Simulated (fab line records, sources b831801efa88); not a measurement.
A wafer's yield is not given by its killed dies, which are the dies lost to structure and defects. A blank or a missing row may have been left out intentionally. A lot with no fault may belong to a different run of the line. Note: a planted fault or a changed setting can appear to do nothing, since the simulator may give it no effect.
Struck lot and sound lot, side by side | flow sky130 | 21 steps out of a route of 708
Sound: these wafers, L121.2, L121.4, L121.5. Struck: wafer L126.1 (left out: L126.5, a lot-mate that was not struck); the cause follows at the end.
Order at every step that has rows: each side's tool, ch and its chambers, its first start. Under that, the readings that differ: sound wafers | struck wafers | difference of the means | sigmas: that difference in standard deviations of wafers without a fault.
alike: readings with means less than 2 such deviations apart, plus words and numbers identical on both sides. not compared: withheld readings, readings lacking a value on some wafer, bounds such as >300 that could conceal the same value, and numbers that have no deviation in the record and whose values overlap.
The two part at a step that has a row with sigmas, a row that says differs or no value, or rows on one side only. Numbers that don't overlap but have no deviation are shown without sigmas and don't part them. A reading missing from all wafers of one side parts the sides only when that side holds two or more wafers.

first, 1 step without rows for these wafers: SKY_FIELD_ISO_DEVELOP_12 (develop time 60 s).
SKY_FIELD_ISO_CD_MEAS_13 targets a cd of 150 nm.
  sound on cd sem-01, day 3 11:34; struck on cd sem-02, day 4 14:41
  reading    | sound             | struck | difference | sigmas
  cd nm (nm) | 149.1 150.5 150.6 | 146.3  | -3.8       | -2
SKY_FIELD_ISO_ETCH_14: etches BARC in N2/H2, stops on SiO2, time 45.9 s, target depth 60 nm.
  sound on rie diel-02 ch 0,1,2, day 3 11:40; struck on rie diel-02 ch 0, day 4 14:49
  reading                | sound                | struck | difference | sigmas
  throttle valve pct (%) | 13.224 13.232 13.231 | 13.210 | -0.019     | -2
  alike: drypump motor current A, oes product au
  not compared: rf hours counter h
SKY_FIELD_ISO_ETCH_15: etches the open film in CHF3/O2, stops on Si, target depth 180 nm, time 72 s.
  sound on rie diel-02 ch 0,1,2, day 3 11:42; struck on rie diel-02 ch 0, day 4 14:51
  alike: chf3 flow sccm, drypump motor current A, oes product au, throttle valve pct
  not compared: rf hours counter h
SKY_FIELD_ISO_STRIP_16: strips in O2/N2.
  sound on plasma asher-02 ch 0,1, day 3 11:46; struck on plasma asher-02 ch 1, day 4 14:55
  alike: drypump motor current A, oes product au, strip time to endpoint s
  not compared: rf hours counter h
SKY_FIELD_ISO_ETCH_17: etches Si in HBr/Cl2/O2, target depth 342 nm, time 97.7 s.
  sound on rie si-02 ch 1,3, day 3 11:52; struck on rie si-01 ch 3, day 4 15:01
  reading                     | sound       | struck | difference | sigmas
  drypump motor current A (A) | 6.2 6.0 6.2 | 5.4    | -0.7       | -2
  alike: oes product au, throttle valve pct
  not compared: rf hours counter h
then, 5 steps without rows for these wafers: SKY_FIELD_ISO_WET_ETCH_18 (etches Si3N4 in H3PO4, target depth 25 nm, time 286 s); SKY_FIELD_ISO_CLEAN_19 (cleans in SC1/SC2, time 150 s); SKY_FIELD_ISO_CLEAN_20 (cleans in dHF, time 20 s); SKY_FIELD_ISO_WET_ETCH_21 (etches SiO2 in dHF, target depth 20 nm, time 400 s); SKY_FIELD_ISO_OXIDATION_22 (stabilise 600 s, purge 300 s, target thk 10 nm).
SKY_FIELD_ISO_THK_MEAS_23:
  sound on film metro-04, day 3 16:14; struck on film metro-02, day 4 17:28
  alike: FIELD_ISO_OXIDATION_01_THK
SKY_FIELD_ISO_CVD_24: deposits SiO2, target thk 595 nm, time 99.2 s.
  sound on hdpcvd-02 ch 1,2, day 3 16:17; struck on hdpcvd-01 ch 2, day 4 17:32
  reading                                    | sound           | struck | difference | sigmas
  model.SiO2_of_FIELD_ISO_CVD_24.thk nm (nm) | 599.2 596.2 596 | 250.3  | -346.8     |
  alike: pressure mtorr
SKY_FIELD_ISO_THK_MEAS_25:
  sound on film metro-02, day 3 16:22; struck on film metro-01, day 4 17:36
  reading                   | sound       | struck | difference | sigmas
  FIELD_ISO_CVD_24_THK (nm) | 599 596 596 | 250    | -347       | -64
then, 1 step without rows for these wafers: SKY_FIELD_ISO_ANNEAL_26 (time 1800 s).
SKY_FIELD_ISO_CMP_27: polishes, stops on Si3N4, t overpolish 16 s, target thk 457.8 nm.
  sound on cmp-02 ch 0,3, day 3 18:42; struck on cmp-01 ch 2, day 4 19:59
  reading                | sound       | struck | difference | sigmas
  time to endpoint s (s) | 125 118 118 | 46     | -74        | -14
  alike: motor current A, platen rpm
then, 2 steps without rows for these wafers: SKY_FIELD_ISO_WET_ETCH_28 (etches SiO2 in dHF, target depth 23.7 nm, time 47 s); SKY_FIELD_ISO_WET_ETCH_29 (etches Si3N4 in H3PO4, target depth 160 nm, time 1825 s).
SKY_FIELD_ISO_WET_ETCH_30: etches SiO2 in dHF, target depth 25 nm, time 50 s.
  sound on wet bench-03 ch 0, day 3 19:32; struck on wet bench-02 ch 0, day 4 20:46
  reading                                    | sound             | struck | difference | sigmas
  model.SiO2_of_FIELD_ISO_CVD_24.thk nm (nm) | 406.4 406.1 406.9 | 196.6  | -209.9     |
then, 1 step without rows for these wafers: SKY_NWELL_CLEAN_00 (cleans in SC1/SC2, time 150 s).
-- the record jumps here: 44 days lie between the struck wafers' starts before and after (it left off in module NWELL and takes up again in module PAD_OPEN, whose first step shown is number 708 of the route) --
SKY_PAD_OPEN_PROBE_99:
  sound on prober-01, day 47 19:04; struck on prober-01, day 48 13:49
  reading             | sound    | struck | difference | sigmas
  killed at front end | 17 28 22 | 428    | +406       | +85
  killed at other     | 0 0 1    | 2      | +2         | +3
  killed dies         | 87 96 99 | 492    | +398       | +42
  killed on rim       | 13 23 23 | 96     | +76        | +19
  killed open         | 57 50 51 | 35     | -18        | -3
  alike: killed_at_M0_to_M3, killed_at_M4_up, killed at contacts, killed short

## WHERE THEY PART
First at SKY_FIELD_ISO_CD_MEAS_13; last, within this record, at SKY_PAD_OPEN_PROBE_99.

WHY: the cause the simulator had injected
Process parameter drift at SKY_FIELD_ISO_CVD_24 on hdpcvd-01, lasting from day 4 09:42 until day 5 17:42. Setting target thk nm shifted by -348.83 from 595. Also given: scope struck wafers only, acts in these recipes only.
